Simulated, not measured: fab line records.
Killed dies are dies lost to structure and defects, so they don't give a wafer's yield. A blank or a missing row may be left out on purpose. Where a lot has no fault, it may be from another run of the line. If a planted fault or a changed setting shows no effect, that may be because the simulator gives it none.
Problem report, 8D (eight disciplines) form, completed by code :: flow sky130 :: the parts of the form that need people (team, actions taken, sign-off) are left out

== 1. THE ISSUE ==
At SKY_PAD_OPEN_PROBE_99, sort_bin_3_pad_short averages 3.9 % over 6 wafers from 2 lots, while fault-free wafers read 0.8 %, standard deviation 0.41. That is +7.4 standard deviations from the usual mean.
The first sign was on wafer L938.1 at day 49 05:00, on prober-01. At this step, 21 wafers from 7 lots have a number in the record. Rule for "out", or "out of limits": more than 4 standard deviations from the usual mean. All remaining wafers that have a number are taken as sound.

== 2. WHAT THIS IS AND IS NOT ==
question: which readings at this step
is: sort_bin_3_pad_short
is not: killed_at_M4_up, killed-at-front-end, killed-at-other, killed-open, killed-short

question: which lots
is: L938, L942
is not: L928, L930, L931, L933, L935

question: which wafers of those lots
is: all that have a number
is not: -

question: read on which tools
is: prober-01
is not: prober-02

question: when
is: from day 49 05:00
is not: up to then (15 sound wafers)

== 3. SUSPECTS, AND WHAT RULES EACH OUT ==
Counting: a tool at a process step up to the reading stays a suspect if it ran every lot that is out and no sound lot after the first of them.
- rie-diel-03 at SKY_VIA2_ETCH_15 (etches SiO2 in C4F8/O2/Ar, stops on TiN, target depth 546 nm, time 84 s): kept. Every lot that is out went through it, starting with L938 (day 40 16:11), and after that it ran no sound lot; the last sound lot it ran before then is L935 (day 39 21:58).
- rie-metal-03 at SKY_METAL4_DESCUM_15 (chemistry O2, time 8 s): kept. Every lot that is out went through it, starting with L938 (day 45 16:22), and after that it ran no sound lot; the last sound lot it ran before then is L933 (day 44 06:22).
- prober-01 at SKY_PAD_OPEN_PROBE_99: kept. Every lot that is out went through it, starting with L938 (day 49 05:00), and after that it ran no sound lot; the last sound lot it ran before then is L930 (day 47 04:26). Out on those wafers are its own readings of sort_bin_3_pad_short.
Still standing after the count: rie-diel-03 at SKY_VIA2_ETCH_15, rie-metal-03 at SKY_METAL4_DESCUM_15, prober-01 at SKY_PAD_OPEN_PROBE_99.

== 4. THE CAUSE (what the simulator had put in) ==
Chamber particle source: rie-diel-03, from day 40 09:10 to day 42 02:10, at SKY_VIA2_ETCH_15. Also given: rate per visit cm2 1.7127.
This tool is one of the 3 suspects left after counting.

== 5. THE EFFECT CHAIN, in route order ==
Each row: a reading whose mean over the struck wafers that have a number lies more than 3 standard deviations from the usual. Only readings whose record carries a usual standard deviation are examined. hours: median over the lots of the time between each lot's start at the first step of this table that gives one and its start at this step. sigmas: the change, counted in usual standard deviations.
hours: 0
step: SKY_PAD_OPEN_PROBE_99
reading: defect-limited-yield
usual: 82.8 %
on struck wafers: 75.9
change: -6.9
sigmas: -3.9

hours: 0
step: SKY_PAD_OPEN_PROBE_99
reading: killed_at_M0_to_M3
usual: 43
on struck wafers: 82
change: +39
sigmas: +6.1

hours: 0
step: SKY_PAD_OPEN_PROBE_99
reading: killed-dies
usual: 85
on struck wafers: 119
change: +34
sigmas: +3.8

hours: 0
step: SKY_PAD_OPEN_PROBE_99
reading: sort_bin_3_pad_short
usual: 0.8 %
on struck wafers: 3.9
change: +3.0
sigmas: +7.4

hours: 0
step: SKY_PAD_OPEN_PROBE_99
reading: sort-n-pass
usual: 407
on struck wafers: 373
change: -34
sigmas: -3.8

hours: 0
step: SKY_PAD_OPEN_PROBE_99
reading: sort-yield-pct
usual: 82.8 %
on struck wafers: 75.9
change: -6.9
sigmas: -3.9
The process steps in it:
- SKY_PAD_OPEN_PROBE_99

== 6. HOW IT WOULD HAVE BEEN CAUGHT EARLIER ==
First out-of-limits reading in this record: day 49 05:00, which is 212 hours after fault onset at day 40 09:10.
Tool readings at SKY_VIA2_ETCH_15 with a usual standard deviation given in the record: none out on any struck wafer, hence no alarm at a limit of 4 standard deviations on them.
All the lots that are out (2) had begun SKY_VIA2_ETCH_15 on rie-diel-03 by day 49 05:00. Holding the tool at that point would not have protected any of them.
